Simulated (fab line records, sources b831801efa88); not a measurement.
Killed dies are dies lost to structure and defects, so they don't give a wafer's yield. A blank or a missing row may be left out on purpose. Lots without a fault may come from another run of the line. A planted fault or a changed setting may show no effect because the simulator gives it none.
Which tool did it? | flow sky130 | 12 lots, 36 wafers sampled, at 5 steps of a route of 708

WHAT THE GAUGES READ, wafer by wafer
SKY_CONTACT_RS_MEAS_25: measures by four-point-probe.
lot  | measured     | on            | CONTACT_W_RS (ohm/sq)
L485 | day 31 19:40 | film_metro-02 | 0.338 0.340 0.320
L486 | day 32 13:32 | film_metro-02 | 0.324 0.324 0.344
L492 | day 34 12:13 | film_metro-02 | 0.344 0.320 0.339
L495 | day 34 13:58 | film_metro-02 | 0.337 0.340 0.320
L494 | day 35 01:20 | film_metro-01 | 0.337 0.322 0.338
L496 | day 35 19:55 | film_metro-02 | 0.325 0.326 0.341
L500 | day 36 21:46 | film_metro-02 | 0.340 0.345 0.343
L501 | day 37 01:25 | film_metro-01 | 0.342 0.327 0.340
L503 | day 38 07:04 | film_metro-02 | 0.341 0.347 0.347
L504 | day 38 10:49 | film_metro-02 | 0.347 0.345 0.345
L505 | day 38 11:43 | film_metro-01 | 0.343 0.330 0.329
L506 | day 38 14:44 | film_metro-04 | 0.324 0.327 0.326

SKY_CONTACT_THK_MEAS_26: measures by xrf.
lot  | measured     | on            | CONTACT_W_THK (nm)
L485 | day 31 19:46 | film_metro-02 | 355 356 373
L486 | day 32 13:38 | film_metro-02 | 368 366 343
L492 | day 34 12:20 | film_metro-02 | 348 371 348
L495 | day 34 14:05 | film_metro-02 | 352 349 372
L494 | day 35 01:26 | film_metro-01 | 347 365 346
L496 | day 35 20:01 | film_metro-02 | 358 357 340
L500 | day 36 21:53 | film_metro-02 | 346 343 344
L501 | day 37 01:30 | film_metro-01 | 346 363 348
L503 | day 38 07:11 | film_metro-02 | 343 336 338
L504 | day 38 10:56 | film_metro-02 | 340 341 340
L505 | day 38 11:50 | film_metro-01 | 344 357 358
L506 | day 38 14:50 | film_metro-04 | 357 356 359

SKY_VIA1_THK_MEAS_01.
lot  | measured     | on            | VIA1_HDPCVD_THK (nm)
L485 | day 33 00:16 | film_metro-03 | 1038 1045 1051
L486 | day 33 19:35 | film_metro-03 | 1040 1044 1031
L492 | day 35 16:01 | film_metro-04 | 1007 989 1000
L495 | day 35 17:42 | film_metro-03 | 1002 1007 988
L494 | day 36 05:42 | film_metro-03 | 994 1012 1011
L496 | day 36 23:28 | film_metro-03 | 1031 1055 1042
L500 | day 38 01:16 | film_metro-03 | 1044 1045 1032
L501 | day 38 04:54 | film_metro-04 | 1030 1053 1033
L503 | day 39 09:13 | film_metro-01 | 1050 1050 1036
L504 | day 39 13:34 | film_metro-01 | 1013 1041 1025
L505 | day 39 13:49 | film_metro-04 | 1052 1030 1037
L506 | day 39 17:03 | film_metro-01 | 1027 1022 1013

WHICH TOOL RAN EACH LOT (tool, then ch and the chambers of the sampled wafers, then the start)
lot  | SKY_METAL1_SPUTTER_03        | SKY_VIA1_HDPCVD_00
L485 | pvd_sputter-02, day 31 20:10 | hdpcvd-01 ch 0,1, day 33 00:08
L486 | pvd_sputter-01, day 32 15:47 | hdpcvd-01 ch 0,1,2, day 33 19:30
L492 | pvd_sputter-01, day 34 12:46 | hdpcvd-01 ch 1,2, day 35 15:55
L495 | pvd_sputter-01, day 34 14:31 | hdpcvd-01 ch 0,1,2, day 35 17:35
L494 | pvd_sputter-02, day 35 01:52 | hdpcvd-01 ch 0,1,2, day 36 05:34
L496 | pvd_sputter-04, day 35 20:25 | hdpcvd-02 ch 0,1,2, day 36 23:23
L500 | pvd_sputter-01, day 36 22:19 | hdpcvd-02 ch 0,1, day 38 01:10
L501 | pvd_sputter-04, day 37 01:54 | hdpcvd-02 ch 0,1,2, day 38 04:49
L503 | pvd_sputter-02, day 38 07:37 | hdpcvd-02 ch 1,2, day 39 09:07
L504 | pvd_sputter-02, day 38 11:22 | hdpcvd-02 ch 0,1, day 39 13:28
L505 | pvd_sputter-01, day 38 12:16 | hdpcvd-01 ch 0,1,2, day 39 13:42
L506 | pvd_sputter-01, day 38 15:16 | hdpcvd-02 ch 0,1, day 39 16:56
- SKY_METAL1_SPUTTER_03: material Ti, target thk 5 nm, time 3.3 s.
- SKY_VIA1_HDPCVD_00: deposits SiO2, target thk 1030 nm, time 171.7 s.

WHAT THE TOOLS THEMSELVES READ (means of the sampled wafers that have a number; where no wafer has one, the mark that the record gives instead)
SKY_METAL1_SPUTTER_03.
lot  | tool           | throttle_valve_pct (%)
L485 | pvd_sputter-02 | 30.6
L486 | pvd_sputter-01 | 30.0
L492 | pvd_sputter-01 | 28.8
L495 | pvd_sputter-01 | 31.7
L494 | pvd_sputter-02 | 30.0
L496 | pvd_sputter-04 | 29.8
L500 | pvd_sputter-01 | 29.2
L501 | pvd_sputter-04 | 30.0
L503 | pvd_sputter-02 | 30.8
L504 | pvd_sputter-02 | 30.9
L505 | pvd_sputter-01 | 28.2
L506 | pvd_sputter-01 | 29.3

SKY_VIA1_HDPCVD_00.
lot  | tool      | run_length_s (s)
L485 | hdpcvd-01 | 199.2
L486 | hdpcvd-01 | 199.0
L492 | hdpcvd-01 | 193.2
L495 | hdpcvd-01 | 193.1
L494 | hdpcvd-01 | 193.2
L496 | hdpcvd-02 | 199.5
L500 | hdpcvd-02 | 199.6
L501 | hdpcvd-02 | 199.2
L503 | hdpcvd-02 | 199.1
L504 | hdpcvd-02 | 199.3
L505 | hdpcvd-01 | 199.4
L506 | hdpcvd-02 | 199.2

THE ANSWER, worked out from the rows above alone
Rule: what is usual is taken from the lots themselves. Put in order of their means at a reading, lots are off if they are a third of the lots or fewer, leave a main group of 4 or more, and stand apart from it by a gap of 3 or more times the standard deviation of the main group's means; of several such gaps the widest counts. A main group whose means are all the same, to the digits that the tables above print for the reading, isn't used. A lot without any number at a reading at which 4 lots or more have one is off too. The other lots that the step has rows for count as sound. The gauges are gone through in route order, then the tools' own readings, and for those a lot's mean is taken as printed above. The first step at which some lot is off is used, and at that step the reading that is off furthest; a lot without a number counts as furthest.
Off: L492, L495, L494, at SKY_VIA1_HDPCVD_00 (run_length_s). The main group: mean 199.3 s, standard deviation 0.18.
A tool fits if, at that step or a process step before it, it ran every lot that is off, and no sound lot after the first of them. None of those tried fits.

WHAT THE SIMULATOR HAD PUT IN
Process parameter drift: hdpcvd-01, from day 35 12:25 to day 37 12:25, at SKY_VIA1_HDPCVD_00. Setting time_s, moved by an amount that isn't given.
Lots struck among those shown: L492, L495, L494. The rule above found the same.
